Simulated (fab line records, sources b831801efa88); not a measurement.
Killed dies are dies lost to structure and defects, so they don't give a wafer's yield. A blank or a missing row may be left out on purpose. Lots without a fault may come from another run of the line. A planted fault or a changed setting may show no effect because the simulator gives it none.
fab line records | flow gf180mcu
record lots=5 wafers=15 last_day=34
route steps=602 shown V5@564 TOP_METAL@567 PASSIVATION@587
lots that met no fault: from a run of the same line without faults
start_h: hours from the record's first day to the start of the lot's first wafer shown | wait_h: hours since the lot's step before | " the same as in the row above | L1.1+2: a row that stands for several wafers | - no value, or no start given | * or withheld: withheld | < > ~ a bound
route shown NAME@n: a module of which the file shows steps, and the number in the route of the first | usual: mean/standard deviation of fault-free wafers | same: alike in all rows | chamber/n: place in a boat | sites: the reading at each site | _std_site: their standard deviation | _edge_site: outer sites' mean less inner sites' | radius_mm: how far each site lies from the wafer's centre | mask NAME#n: copy n | behind: the tool/chamber that last shaped the wafer | hold: why the lot was held/for how many hours/how that ended | device: the transistor (n, p or np) that didn't switch | end of line: the same wafers' tests at the end of the route | a step without rows: its recipe alone | killed: dies lost to structure and defects at the first sort, not the wafer's yield | map: a wafer's dies, x killed, . not, _ none there
set.NAME: the setting as run; set.NAME@STEP: as run at that earlier step | model.NAME: the simulator's own value behind a step, which no gauge read
lots at some steps of the route; a table a step, a row a wafer
services: from which hour (start_h, from the record's first day; less than 0 if before it) a tool's chamber was out of use, for how many hours, and why
## steps
# step GF_V5_RS_MEAS_24
# recipe thk_meas_gauge=four-point-probe reads=W_of_V5_CVD_23+TiN_of_V5_SPUTTER_22+Ti_of_V5_SPUTTER_21
# usual V5_W_RS=0.329/0.004
# columns lot.wafer tool chamber start_h wait_h V5_W_RS[ohm/sq]
L085.2 film_metro-01 - 713.41 0.1 0.333
L085.3 " - " " 0.329
L085.6 " - " " 0.333
L091.2 film_metro-04 - 749.03 0.1 0.329
L091.3 " - " " 0.331
L091.4 " - " " 0.331
L093.1 film_metro-04 - 760.18 0.1 0.325
L093.2 " - " " 0.325
L093.5 " - " " 0.321
L094.2 film_metro-03 - 766.03 0.1 0.326
L094.3 " - " " 0.329
L094.5 " - " " 0.328
L096.4 film_metro-03 - 776.83 0.1 0.329
L096.5 " - " " 0.327
L096.6 " - " " 0.327
# step GF_V5_THK_MEAS_25
# recipe thk_meas_gauge=xrf reads=W_of_V5_CVD_23
# usual V5_W_THK=360/5.7
# columns lot.wafer tool chamber start_h wait_h V5_W_THK[nm]
L085.2 film_metro-01 - 713.52 0.1 356
L085.3 " - " " 359
L085.6 " - " " 353
L091.2 film_metro-04 - 749.14 0.1 353
L091.3 " - " " 352
L091.4 " - " " 353
L093.1 film_metro-04 - 760.30 0.1 360
L093.2 " - " " 359
L093.5 " - " " 363
L094.2 film_metro-03 - 766.14 0.1 367
L094.3 " - " " 363
L094.5 " - " " 365
L096.4 film_metro-03 - 776.92 0.1 366
L096.5 " - " " 369
L096.6 " - " " 367
# step GF_V5_CMP_26
# recipe stop_on=SiO2 down_force_psi=3.5 platen_rpm=60 t_overpolish_s=15 target_thk_nm=0 pad_velocity_m_s=0.94248
# usual motor_current_A=11.2/1.1 overpolish_run_s=15.000/0.0089 platen_rpm=60.00/0.038 slurry_flow_ml_min=150.0/0.46 time_to_endpoint_s=87/5.4
# columns lot.wafer tool chamber start_h wait_h motor_current_A overpolish_run_s platen_rpm slurry_flow_ml_min time_to_endpoint_s
L085.2 cmp-02 2 713.57 0.0 10.2 15.004 59.91 150.3 82
L085.3 " 3 " " 12.3 14.998 60.00 149.5 80
L085.6 " 2 " " 10.3 15.002 60.01 150.1 84
L091.2 cmp-01 3 749.24 0.1 10.4 14.999 60.05 149.8 85
L091.3 " 0 " " 10.9 15.005 60.01 150.7 82
L091.4 " 1 " " 10.8 15.001 59.98 150.3 81
L093.1 cmp-01 1 760.46 0.1 9.7 14.989 60.00 150.4 79
L093.2 " 2 " " 11.8 14.992 59.98 149.8 91
L093.5 " 3 " " 10.8 14.995 60.00 150.2 84
L094.2 cmp-01 1 766.19 0.0 10.7 15.002 59.97 149.5 85
L094.3 " 2 " " 11.4 15.012 59.97 150.1 93
L094.5 " 1 " " 10.4 14.997 59.93 149.4 80
L096.4 cmp-01 3 777.10 0.2 10.0 15.000 60.02 150.0 84
L096.6 " 0 " " 11.0 15.005 60.06 149.7 81
L096.5 " 1 " " 10.8 14.987 60.05 150.4 79
# step GF_TOP_METAL_SPUTTER_00
# recipe material=Ti target_thk_nm=37.5 arriving_ion_energy_ev=80 substrate_temp_c=200 chamber_pressure_pa=2 power_w=4000 time_s=150
# usual substrate_temp_c=200.02/0.14 throttle_valve_pct=30.3/0.78
# columns lot.wafer tool chamber start_h wait_h substrate_temp_c throttle_valve_pct
L085.2 pvd_sputter-01 - 713.87 0.2 200.27 30.2
L085.3 " - " " 200.04 29.7
L085.6 " - " " 200.16 29.0
L091.2 pvd_sputter-04 - 749.49 0.2 200.29 29.8
L091.3 " - " " 199.78 30.7
L091.4 " - " " 200.25 30.5
L093.1 pvd_sputter-01 - 760.66 0.1 200.04 31.4
L093.2 " - " " 200.12 29.9
L093.5 " - " " 200.22 31.0
L094.2 pvd_sputter-01 - 766.49 0.2 199.91 31.2
L094.3 " - " " 199.93 29.2
L094.5 " - " " 200.08 31.3
L096.4 pvd_sputter-01 - 777.25 0.1 199.98 29.7
L096.5 " - " " 199.98 29.8
L096.6 " - " " 199.99 31.0
# step GF_TOP_METAL_SPUTTER_01
# recipe material=TiN target_thk_nm=30 power_w=6500 time_s=25 chamber_pressure_pa=0.4
# usual throttle_valve_pct=30.3/0.78
# columns lot.wafer tool chamber start_h wait_h throttle_valve_pct
L085.2 pvd_sputter-01 - 713.97 0.1 30.1
L085.3 " - " " 29.5
L085.6 " - " " 29.3
L091.2 pvd_sputter-04 - 749.59 0.1 29.9
L091.3 " - " " 30.7
L091.4 " - " " 30.5
L093.1 pvd_sputter-01 - 760.76 0.1 31.2
L093.2 " - " " 29.6
L093.5 " - " " 31.5
L094.2 pvd_sputter-01 - 766.59 0.1 31.4
L094.3 " - " " 29.1
L094.5 " - " " 31.3
L096.4 pvd_sputter-01 - 777.35 0.1 30.1
L096.5 " - " " 29.7
L096.6 " - " " 31.4
# step GF_TOP_METAL_SPUTTER_02
# recipe material=AlCu target_thk_nm=900 power_w=10600 chamber_pressure_pa=0.3 substrate_temp_c=250 gas=Ar time_s=47.82
# usual substrate_temp_c=250.01/0.16 throttle_valve_pct=30.3/0.79
# columns lot.wafer tool chamber start_h wait_h substrate_temp_c throttle_valve_pct
L085.2 pvd_sputter-01 - 714.00 0.0 250.01 30.3
L085.3 " - " " 250.02 30.0
L085.6 " - " " 249.88 28.9
L091.2 pvd_sputter-04 - 749.62 0.0 249.92 30.2
L091.3 " - " " 250.07 30.9
L091.4 " - " " 250.11 30.7
L093.1 pvd_sputter-01 - 760.79 0.0 250.28 31.2
L093.2 " - " " 250.20 29.9
L093.5 " - " " 250.12 31.0
L094.2 pvd_sputter-01 - 766.62 0.0 250.11 31.7
L094.3 " - " " 250.09 28.9
L094.5 " - " " 250.22 31.6
L096.4 pvd_sputter-01 - 777.38 0.0 249.82 29.8
L096.5 " - " " 250.17 29.7
L096.6 " - " " 250.04 31.4
# step GF_TOP_METAL_SPUTTER_03
# recipe material=Ti target_thk_nm=5 substrate_temp_c=300 chamber_pressure_pa=0.3 power_w=3000 time_s=3.3
# usual substrate_temp_c=300.00/0.18 throttle_valve_pct=30.3/0.79
# columns lot.wafer tool chamber start_h wait_h substrate_temp_c throttle_valve_pct
L085.2 pvd_sputter-01 - 714.05 0.0 299.91 30.0
L085.3 " - " " 300.03 29.7
L085.6 " - " " 300.03 29.3
L091.2 pvd_sputter-04 - 749.66 0.0 300.06 29.8
L091.3 " - " " 300.07 31.2
L091.4 " - " " 300.34 30.6
L093.1 pvd_sputter-01 - 760.83 0.0 299.96 31.0
L093.2 " - " " 300.01 29.8
L093.5 " - " " 299.83 31.4
L094.2 pvd_sputter-01 - 766.66 0.0 300.01 31.3
L094.3 " - " " 299.76 28.9
L094.5 " - " " 299.85 31.2
L096.4 pvd_sputter-01 - 777.42 0.0 300.04 29.8
L096.5 " - " " 299.77 29.8
L096.6 " - " " 300.28 31.3
# step GF_TOP_METAL_SPUTTER_04
# recipe material=TiN target_thk_nm=25 power_w=6500 time_s=20.8 chamber_pressure_pa=0.4
# usual throttle_valve_pct=30.3/0.77
# columns lot.wafer tool chamber start_h wait_h throttle_valve_pct
L085.2 pvd_sputter-01 - 714.07 0.0 30.2
L085.3 " - " " 29.9
L085.6 " - " " 29.2
L091.2 pvd_sputter-04 - 749.68 0.0 29.7
L091.3 " - " " 30.6
L091.4 " - " " 30.4
L093.1 pvd_sputter-01 - 760.85 0.0 31.6
L093.2 " - " " 29.6
L093.5 " - " " 31.0
L094.2 pvd_sputter-01 - 766.68 0.0 31.3
L094.3 " - " " 28.9
L094.5 " - " " 31.4
L096.4 pvd_sputter-01 - 777.44 0.0 29.6
L096.5 " - " " 29.7
L096.6 " - " " 31.3
# step GF_TOP_METAL_RS_MEAS_05
# recipe thk_meas_gauge=four-point-probe reads=TiN_of_TOP_METAL_SPUTTER_04+Ti_of_TOP_METAL_SPUTTER_03+AlCu_of_TOP_METAL_SPUTTER_02+TiN_of_TOP_METAL_SPUTTER_01+Ti_of_TOP_METAL_SPUTTER_00
# usual TOP_METAL_ALCU_RS=0.0327/0.00042
# columns lot.wafer tool chamber start_h wait_h TOP_METAL_ALCU_RS[ohm/sq]
L085.2 film_metro-02 - 714.11 0.0 0.0323
L085.3 " - " " 0.0333
L085.6 " - " " 0.0331
L091.2 film_metro-01 - 749.73 0.0 0.0320
L091.3 " - " " 0.0323
L091.4 " - " " 0.0326
L093.1 film_metro-02 - 760.88 0.0 0.0327
L093.2 " - " " 0.0324
L093.5 " - " " 0.0327
L094.2 film_metro-02 - 766.73 0.0 0.0324
L094.3 " - " " 0.0328
L094.5 " - " " 0.0326
L096.4 film_metro-04 - 777.53 0.1 0.0332
L096.5 " - " " 0.0331
L096.6 " - " " 0.0331
# step GF_TOP_METAL_THK_MEAS_06
# recipe thk_meas_gauge=xrf reads=AlCu_of_TOP_METAL_SPUTTER_02
# usual TOP_METAL_ALCU_THK=906/12
# columns lot.wafer tool chamber start_h wait_h TOP_METAL_ALCU_THK[nm]
L085.2 film_metro-02 - 714.22 0.1 909
L085.3 " - " " 881
L085.6 " - " " 892
L091.2 film_metro-01 - 749.84 0.1 915
L091.3 " - " " 916
L091.4 " - " " 903
L093.1 film_metro-02 - 761.00 0.1 907
L093.2 " - " " 917
L093.5 " - " " 912
L094.2 film_metro-02 - 766.84 0.1 915
L094.3 " - " " 904
L094.5 " - " " 912
L096.4 film_metro-04 - 777.62 0.1 900
L096.5 " - " " 899
L096.6 " - " " 901
# step GF_TOP_METAL_DEHYDRATE_07
# recipe temp_c=200 time_s=60
# usual exhaust_pa=45.0/0.95
# columns lot.wafer tool chamber start_h wait_h exhaust_pa
L085.2 litho_track-01 0 722.70 8.5 45.0
L085.3 " 0 " " 46.2
L085.6 " 0 " " 45.3
L091.2 litho_track-02 0 757.66 7.8 45.9
L091.3 " 0 " " 45.3
L091.4 " 0 " " 44.0
L093.1 litho_track-02 0 768.28 7.3 45.7
L093.2 " 0 " " 44.8
L093.5 " 0 " " 45.0
L094.2 litho_track-04 0 774.43 7.6 44.3
L094.3 " 0 " " 45.8
L094.5 " 0 " " 44.6
L096.4 litho_track-04 0 784.48 6.9 45.4
L096.5 " 0 " " 45.9
L096.6 " 0 " " 46.9
# step GF_TOP_METAL_HMDS_08
# recipe prime_time_s=60 prime_temp_c=120
# usual exhaust_pa=44.9/0.96
# columns lot.wafer tool chamber start_h wait_h exhaust_pa
L085.2 litho_track-01 0 722.85 0.1 45.8
L085.3 " 0 " " 44.6
L085.6 " 0 " " 46.7
L091.2 litho_track-02 0 757.81 0.1 46.3
L091.3 " 0 " " 45.6
L091.4 " 0 " " 45.5
L093.1 litho_track-02 0 768.43 0.1 43.9
L093.2 " 0 " " 44.6
L093.5 " 0 " " 43.7
L094.2 litho_track-04 0 774.58 0.1 44.1
L094.3 " 0 " " 45.8
L094.5 " 0 " " 45.5
L096.4 litho_track-04 0 784.63 0.1 44.0
L096.5 " 0 " " 44.2
L096.6 " 0 " " 46.2
# step GF_TOP_METAL_COAT_09
# recipe resist=NOVOLAK spin_rpm=3000 resist_thk_nm=1500
# usual exhaust_pa=45.1/0.84
# columns lot.wafer tool chamber start_h wait_h exhaust_pa
L085.2 litho_track-01 0 723.00 0.1 45.1
L085.3 " 0 " " 44.5
L085.6 " 0 " " 42.7
L091.2 litho_track-02 0 757.96 0.1 45.2
L091.3 " 0 " " 43.8
L091.4 " 0 " " 45.7
L093.1 litho_track-02 0 768.58 0.1 43.6
L093.2 " 0 " " 44.7
L093.5 " 0 " " 44.3
L094.2 litho_track-04 0 774.73 0.1 47.0
L094.3 " 0 " " 45.7
L094.5 " 0 " " 45.0
L096.4 litho_track-04 0 784.78 0.1 45.7
L096.5 " 0 " " 45.0
L096.6 " 0 " " 46.4
# step GF_TOP_METAL_SOFTBAKE_10
# recipe temp_c=90 time_s=60 resist=NOVOLAK
# usual exhaust_pa=44.9/0.85
# columns lot.wafer tool chamber start_h wait_h exhaust_pa
L085.2 litho_track-01 0 723.15 0.1 46.1
L085.3 " 0 " " 44.3
L085.6 " 0 " " 44.8
L091.2 litho_track-02 0 758.11 0.1 45.2
L091.3 " 0 " " 45.8
L091.4 " 0 " " 45.4
L093.1 litho_track-02 0 768.73 0.1 43.3
L093.2 " 0 " " 44.7
L093.5 " 0 " " 45.4
L094.2 litho_track-04 0 774.88 0.1 44.4
L094.3 " 0 " " 45.3
L094.5 " 0 " " 45.9
L096.4 litho_track-04 0 784.93 0.1 45.0
L096.5 " 0 " " 46.2
L096.6 " 0 " " 45.8
# step GF_TOP_METAL_EXPOSE_11
# recipe mask_id=MetalTop target_cd_nm=440 na=0.6 source_shape=conventional sigma_outer=0.6 dose_mj=170
# columns lot.wafer tool chamber start_h wait_h mask
L085.2+3+6 iline_stepper-02 0 - - MetalTop#0
L091.2+3+4 iline_stepper-02 0 - - MetalTop#0
L093.1+2+5 iline_stepper-02 0 - - MetalTop#0
L094.2+3+5 iline_stepper-01 0 - - MetalTop#0
L096.4+5+6 iline_stepper-01 0 - - MetalTop#0
# step GF_TOP_METAL_PEB_12
# recipe temp_c=withheld time_s=* resist=NOVOLAK
# usual exhaust_pa=44.9/0.9
# columns lot.wafer tool chamber start_h wait_h exhaust_pa
L085.2 litho_track-04 0 - - 45.0
L085.3 " 0 " " 43.9
L085.6 " 0 " " 45.6
L091.2 litho_track-04 0 - - 45.5
L091.3 " 0 " " 44.9
L091.4 " 0 " " 44.2
L093.1 litho_track-04 0 - - 44.5
L093.2 " 0 " " 44.5
L093.5 " 0 " " 43.0
L094.2 litho_track-02 0 - - 43.7
L094.3 " 0 " " 44.0
L094.5 " 0 " " 45.6
L096.4 litho_track-01 0 - - 46.1
L096.5 " 0 " " 45.6
L096.6 " 0 " " 44.6
# step GF_TOP_METAL_DEVELOP_13
# recipe develop_time_s=60 dev_temp_c=23
# usual exhaust_pa=44.9/0.8
# columns lot.wafer tool chamber start_h wait_h exhaust_pa
L085.2 litho_track-04 0 731.48 0.1 46.0
L085.3 " 0 " " 46.5
L085.6 " 0 " " 45.7
L091.2 litho_track-04 0 766.03 0.1 44.1
L091.3 " 0 " " 44.1
L091.4 " 0 " " 44.8
L093.1 litho_track-04 0 776.45 0.1 45.6
L093.2 " 0 " " 43.7
L093.5 " 0 " " 44.7
L094.2 litho_track-02 0 782.20 0.1 45.6
L094.3 " 0 " " 44.4
L094.5 " 0 " " 45.0
L096.4 litho_track-01 0 792.25 0.1 45.2
L096.5 " 0 " " 43.7
L096.6 " 0 " " 45.2
# step GF_TOP_METAL_CD_MEAS_14
# recipe target_cd_nm=440
# usual cd_nm=440.2/2.3
# columns lot.wafer tool chamber start_h wait_h cd_nm
L085.2 cd_sem-02 - 731.62 0.1 441.0
L085.3 " - " " 441.7
L085.6 " - " " 437.9
L091.2 cd_sem-01 - 766.17 0.1 442.2
L091.3 " - " " 439.8
L091.4 " - " " 441.4
L093.1 cd_sem-01 - 776.60 0.1 437.2
L093.2 " - " " 438.9
L093.5 " - " " 437.9
L094.2 cd_sem-02 - 782.35 0.1 433.6
L094.3 " - " " 433.4
L094.5 " - " " 433.1
L096.4 cd_sem-01 - 792.38 0.1 443.6
L096.5 " - " " 442.6
L096.6 " - " " 443.4
# step GF_TOP_METAL_OVL_MEAS_15
# usual TOP_METAL_OVL=0.5/1.2
# columns lot.wafer tool chamber start_h wait_h TOP_METAL_OVL[nm]
L085.2 overlay-02 - 731.73 0.1 0.2
L085.3 " - " " 1.5
L085.6 " - " " 1.0
L091.2 overlay-01 - 766.28 0.1 0.3
L091.3 " - " " 0.0
L091.4 " - " " -0.5
L093.1 overlay-01 - 776.72 0.1 0.7
L093.2 " - " " -1.3
L093.5 " - " " -1.5
L094.2 overlay-02 - 782.46 0.1 -0.2
L094.3 " - " " 1.1
L094.5 " - " " 0.4
L096.4 overlay-01 - 792.46 0.1 1.9
L096.5 " - " " -0.4
L096.6 " - " " -0.9
# step GF_TOP_METAL_METAL_ETCH_16
# recipe chemistry=Cl2/BCl3 mask_material=NOVOLAK target_depth_nm=1197 stop_on=SiO2 pressure_mtorr=8 icp_w=800 bias_w=140 Cl2_flow_sccm=80 bcl3_flow_sccm=40 time_s=199.5
# usual chamber_pressure_mTorr=8.000/0.0074 drypump_motor_current_A=5.79/0.28 oes_product_au=0.988/0.0075 throttle_valve_pct=28.233/0.01
# columns lot.wafer tool chamber start_h wait_h chamber_pressure_mTorr drypump_motor_current_A oes_product_au rf_hours_counter_h throttle_valve_pct
L085.2 rie_metal-01 0 731.76 0.0 7.995 5.28 0.986 1 28.233
L085.3 " 0 " " 8.000 5.28 0.987 - 28.237
L085.6 " 0 " " 7.996 5.30 0.981 - 28.250
L091.2 rie_metal-04 1 766.31 0.0 7.995 5.87 0.982 13 28.243
L091.3 " 1 " " 8.000 5.86 0.982 - 28.238
L091.4 " 0 " " 7.994 5.65 0.993 - 28.219
L093.1 rie_metal-01 1 776.76 0.0 8.001 5.90 0.977 7 28.248
L093.2 " 0 " " 7.992 5.27 0.967 4 28.229
L093.5 " 1 " " 8.005 5.88 0.984 - 28.239
L094.2 rie_metal-01 1 782.49 0.0 8.008 5.91 0.987 8 28.237
L094.3 " 0 " " 8.006 5.24 0.975 - 28.239
L094.5 " 0 " " 8.000 5.26 0.970 - 28.250
L096.4 rie_metal-02 0 792.54 0.1 8.011 5.98 0.993 - 28.225
L096.5 " 0 " " 8.000 5.98 0.995 - 28.223
L096.6 " 1 " " 8.012 6.09 0.995 - 28.218
# step GF_TOP_METAL_STRIP_17
# recipe chemistry=O2/N2 power_w=1400 pressure_mtorr=1500 platen_temp_c=250 o2_flow_sccm=3000 n2_flow_sccm=300 overash_fraction=0.5
# usual chamber_pressure_mTorr=1500.0/1.4 drypump_motor_current_A=5.7/0.36 heater_power_w=349/26 oes_product_au=0.710/0.0044 strip_time_to_endpoint_s=12.93/0.1
# columns lot.wafer tool chamber start_h wait_h chamber_pressure_mTorr drypump_motor_current_A heater_power_w oes_product_au rf_hours_counter_h strip_time_to_endpoint_s
L085.2 plasma_asher-02 0 731.95 0.1 1499.0 6.0 368 0.703 104 13.07
L085.3 " 1 " " 1499.5 5.2 369 0.716 - 13.03
L085.6 " 1 " " 1504.4 5.2 364 0.706 - 12.97
L091.2 plasma_asher-03 0 766.50 0.1 1499.8 5.6 339 0.708 27 13.04
L091.3 " 0 " " 1502.2 5.6 336 0.707 - 12.99
L091.4 " 1 " " 1495.0 5.5 374 0.715 - 12.95
L093.1 plasma_asher-03 0 776.95 0.1 1500.6 5.6 337 0.710 28 13.06
L093.2 " 1 " " 1499.9 5.5 378 0.710 28 13.17
L093.5 " 0 " " 1497.7 5.6 335 0.711 - 13.06
L094.2 plasma_asher-02 0 782.74 0.2 1499.3 6.0 363 0.713 110 13.14
L094.3 " 1 " " 1499.2 5.2 363 0.713 - 13.13
L094.5 " 1 " " 1499.6 5.2 359 0.706 - 13.23
L096.4 plasma_asher-02 1 792.70 0.1 1499.0 5.2 354 0.717 - 12.78
L096.5 " 1 " " 1500.5 5.2 358 0.708 - 12.78
L096.6 " 0 " " 1499.9 6.0 367 0.712 - 12.90
# step GF_TOP_METAL_STRIP_18
# recipe chemistry=post_etch_residue_remover time_s=1200 temp_c=72.5
# columns lot.wafer tool chamber start_h wait_h
L085.2+3+6 wet_bench-01 1 732.05 0.1
L091.2+3+4 wet_bench-02 0 766.60 0.1
L093.1+2+5 wet_bench-02 0 777.09 0.1
L094.2+3+5 wet_bench-01 2 782.84 0.1
L096.4+5+6 wet_bench-01 0 792.77 0.0
# step GF_TOP_METAL_CLEAN_19
# recipe chemistry=DIW dry=n2_spin
# columns lot.wafer tool chamber start_h wait_h
L085.2+3+6 wet_bench-04 1 732.42 0.0
L091.2+3+4 wet_bench-01 1 766.94 0.0
L093.1+2+5 wet_bench-01 2 777.46 0.0
L094.2+3+5 wet_bench-04 3 783.18 0.0
L096.4+5+6 wet_bench-04 2 793.11 0.0
# step GF_PASSIVATION_CVD_00
# recipe material=SiO2 target_thk_nm=1000 precursor=TEOS temp_c=400 time_s=111.95 rf_w=600
# usual heater_power_outer_w=403/61 heater_power_w=682/98
# columns lot.wafer tool chamber start_h wait_h heater_power_outer_w heater_power_w
L085.2 pecvd-02 0 732.52 0.0 354 558
L085.3 " 2 " " 445 703
L085.6 " 2 " " 322 556
L091.2 pecvd-03 1 767.03 0.0 542 825
L091.3 " 2 " " 312 605
L091.4 " 1 " " 422 688
L093.1 pecvd-02 2 777.55 0.0 406 659
L093.2 " 1 " " 357 624
L093.5 " 2 " " 436 681
L094.2 pecvd-04 2 783.28 0.0 390 684
L094.3 " 0 " " 462 798
L094.5 " 1 " " 378 695
L096.4 pecvd-02 1 793.24 0.0 289 520
L096.5 " 2 " " 326 549
L096.6 " 0 " " 386 590
# step GF_PASSIVATION_THK_MEAS_01
# recipe reads=SiO2_of_PASSIVATION_CVD_00
# usual PASSIVATION_CVD_00_THK=997/18
# columns lot.wafer tool chamber start_h wait_h PASSIVATION_CVD_00_THK[nm]
L085.2 film_metro-02 - 732.60 0.0 966
L085.3 " - " " 964
L085.6 " - " " 982
L091.2 film_metro-02 - 767.16 0.1 995
L091.3 " - " " 1015
L091.4 " - " " 1014
L093.1 film_metro-02 - 777.63 0.0 984
L093.2 " - " " 1011
L093.5 " - " " 1008
L094.2 film_metro-03 - 783.37 0.0 979
L094.3 " - " " 999
L094.5 " - " " 1000
L096.4 film_metro-03 - 793.31 0.0 1008
L096.5 " - " " 992
L096.6 " - " " 984
# step GF_PASSIVATION_CVD_02
# recipe material=Si3N4 target_thk_nm=700 time_s=486.18 temp_c=400 rf_w=450
# usual heater_power_outer_w=453/60 heater_power_w=762/91
# columns lot.wafer tool chamber start_h wait_h heater_power_outer_w heater_power_w
L085.2 pecvd-03 0 732.65 0.0 440 726
L085.3 " 2 " " 472 846
L085.6 " 0 " " 506 796
L091.2 pecvd-04 0 767.21 0.0 464 796
L091.3 " 1 " " 541 923
L091.4 " 1 " " 560 952
L093.1 pecvd-03 0 777.69 0.1 481 756
L093.2 " 2 " " 383 697
L093.5 " 0 " " 492 783
L094.2 pecvd-03 1 783.42 0.0 501 784
L094.3 " 2 " " 456 827
L094.5 " 1 " " 535 811
L096.4 pecvd-04 2 793.49 0.2 425 713
L096.5 " 1 " " 549 923
L096.6 " 0 " " 444 786
# step GF_PASSIVATION_THK_MEAS_03
# recipe reads=Si3N4_of_PASSIVATION_CVD_02
# usual PASSIVATION_CVD_02_THK=702/9.5
# columns lot.wafer tool chamber start_h wait_h PASSIVATION_CVD_02_THK[nm]
L085.2 film_metro-04 - 733.09 0.3 708
L085.3 " - " " 708
L085.6 " - " " 706
L091.2 film_metro-04 - 767.51 0.2 694
L091.3 " - " " 690
L091.4 " - " " 707
L093.1 film_metro-03 - 777.98 0.1 691
L093.2 " - " " 698
L093.5 " - " " 708
L094.2 film_metro-02 - 783.72 0.2 697
L094.3 " - " " 696
L094.5 " - " " 707
L096.4 film_metro-04 - 793.66 0.0 700
L096.5 " - " " 725
L096.6 " - " " 723
# step GF_PASSIVATION_DEHYDRATE_04
# recipe temp_c=200 time_s=60
# usual exhaust_pa=45.0/0.79
# columns lot.wafer tool chamber start_h wait_h exhaust_pa
L085.2 litho_track-02 0 740.91 7.8 45.4
L085.3 " 0 " " 44.6
L085.6 " 0 " " 43.9
L091.2 litho_track-03 0 775.01 7.5 45.0
L091.3 " 0 " " 45.3
L091.4 " 0 " " 46.0
L093.1 litho_track-03 0 784.79 6.8 44.6
L093.2 " 0 " " 45.2
L093.5 " 0 " " 44.0
L094.2 litho_track-02 0 790.75 7.0 44.7
L094.3 " 0 " " 44.6
L094.5 " 0 " " 45.3
L096.4 litho_track-04 0 800.73 7.1 46.4
L096.5 " 0 " " 46.4
L096.6 " 0 " " 45.9
# step GF_PASSIVATION_HMDS_05
# recipe prime_time_s=60 prime_temp_c=120
# usual exhaust_pa=45.0/0.87
# columns lot.wafer tool chamber start_h wait_h exhaust_pa
L085.2 litho_track-02 0 741.06 0.1 44.9
L085.3 " 0 " " 45.5
L085.6 " 0 " " 45.3
L091.2 litho_track-03 0 775.16 0.1 43.9
L091.3 " 0 " " 44.7
L091.4 " 0 " " 44.8
L093.1 litho_track-03 0 784.94 0.1 44.7
L093.2 " 0 " " 44.5
L093.5 " 0 " " 43.4
L094.2 litho_track-02 0 790.90 0.1 45.8
L094.3 " 0 " " 43.9
L094.5 " 0 " " 44.8
L096.4 litho_track-04 0 800.88 0.1 46.6
L096.5 " 0 " " 45.1
L096.6 " 0 " " 46.7
# step GF_PASSIVATION_COAT_06
# recipe spin_rpm=2000 resist_thk_nm=4000
# usual exhaust_pa=44.9/0.86
# columns lot.wafer tool chamber start_h wait_h exhaust_pa
L085.2 litho_track-02 0 741.21 0.1 45.4
L085.3 " 0 " " 45.4
L085.6 " 0 " " 47.2
L091.2 litho_track-03 0 775.31 0.1 46.3
L091.3 " 0 " " 45.8
L091.4 " 0 " " 45.6
L093.1 litho_track-03 0 785.09 0.1 46.1
L093.2 " 0 " " 46.1
L093.5 " 0 " " 45.4
L094.2 litho_track-02 0 791.05 0.1 44.2
L094.3 " 0 " " 43.4
L094.5 " 0 " " 44.8
L096.4 litho_track-04 0 801.03 0.1 44.5
L096.5 " 0 " " 44.5
L096.6 " 0 " " 44.6
# step GF_PASSIVATION_SOFTBAKE_07
# recipe temp_c=110 time_s=withheld
# usual exhaust_pa=44.8/0.9
# columns lot.wafer tool chamber start_h wait_h exhaust_pa
L085.2 litho_track-02 0 741.36 0.1 43.9
L085.3 " 0 " " 43.6
L085.6 " 0 " " 42.9
L091.2 litho_track-03 0 775.47 0.1 43.8
L091.3 " 0 " " 46.0
L091.4 " 0 " " 45.9
L093.1 litho_track-03 0 785.24 0.1 44.6
L093.2 " 0 " " 44.4
L093.5 " 0 " " 46.0
L094.2 litho_track-02 0 791.21 0.1 46.5
L094.3 " 0 " " 44.6
L094.5 " 0 " " 45.4
L096.4 litho_track-04 0 801.20 0.1 44.8
L096.5 " 0 " " 45.1
L096.6 " 0 " " 45.1
# step GF_PASSIVATION_EXPOSE_08
# recipe mask_id=Pad target_cd_nm=40000 na=0.57 dose_mj=310
# columns lot.wafer tool chamber start_h wait_h mask
L085.2+3+6 iline_stepper-02 0 - - Pad#0
L091.2+3+4 iline_stepper-02 0 - - Pad#0
L093.1+2+5 iline_stepper-02 0 - - Pad#0
L094.2+3+5 iline_stepper-01 0 - - Pad#0
L096.4+5+6 iline_stepper-02 0 - - Pad#0
# step GF_PASSIVATION_PEB_09
# recipe temp_c=115 time_s=withheld
# usual exhaust_pa=45.0/0.89
# columns lot.wafer tool chamber start_h wait_h exhaust_pa
L085.2 litho_track-04 0 - - 44.2
L085.3 " 0 " " 43.8
L085.6 " 0 " " 44.1
L091.2 litho_track-03 0 - - 45.4
L091.3 " 0 " " 45.6
L091.4 " 0 " " 45.9
L093.1 litho_track-02 0 - - 46.3
L093.2 " 0 " " 45.3
L093.5 " 0 " " 45.5
L094.2 litho_track-04 0 - - 45.1
L094.3 " 0 " " 45.2
L094.5 " 0 " " 46.0
L096.4 litho_track-03 0 - - 45.8
L096.5 " 0 " " 47.2
L096.6 " 0 " " 46.6
# step GF_PASSIVATION_DEVELOP_10
# recipe develop_time_s=60 dev_temp_c=23
# usual exhaust_pa=45.1/0.9
# columns lot.wafer tool chamber start_h wait_h exhaust_pa
L085.2 litho_track-04 0 - - 43.9
L085.3 " 0 " " 44.0
L085.6 " 0 " " 45.3
L091.2 litho_track-03 0 - - 45.0
L091.3 " 0 " " 45.2
L091.4 " 0 " " 46.0
L093.1 litho_track-02 0 - - 45.2
L093.2 " 0 " " 45.7
L093.5 " 0 " " 44.9
L094.2 litho_track-04 0 - - 45.3
L094.3 " 0 " " 44.1
L094.5 " 0 " " 44.8
L096.4 litho_track-03 0 - - 44.1
L096.5 " 0 " " 44.8
L096.6 " 0 " " 44.6
## services
# columns tool chamber start_h hours kind
rie_metal-01 0 701.09 2.3 repair
iline_stepper-01 - 701.23 1.7 pm
pecvd-02 - 701.58 14.6 pm
cmp-02 - 705.17 3.5 repair
iline_stepper-02 - 713.49 4.4 pm
iline_stepper-02 - 717.93 1.7 pm
pecvd-03 1 718.47 31.7 repair
pecvd-02 0 719.70 12.0 repair
pvd_sputter-04 - 727.56 0.9 repair
iline_stepper-01 - 734.77 4.4 pm
pecvd-02 1 736.80 2.0 repair
plasma_asher-02 - 739.30 0.4 repair
iline_stepper-01 - 743.47 3.1 repair
cmp-01 - 744.08 4.0 pm
pecvd-02 0 752.64 14.1 repair
rie_metal-04 0 756.01 3.1 repair
wet_bench-04 - 760.03 4.4 pm
pecvd-02 - 765.71 2.8 pm
pecvd-03 0 766.06 7.4 repair
cmp-02 - 780.68 1.2 repair
rie_metal-04 0 781.90 4.5 repair
plasma_asher-03 - 792.92 5.1 repair
pecvd-03 - 799.38 14.0 pm
cmp-01 - 804.03 5.1 pm
## key
fault none
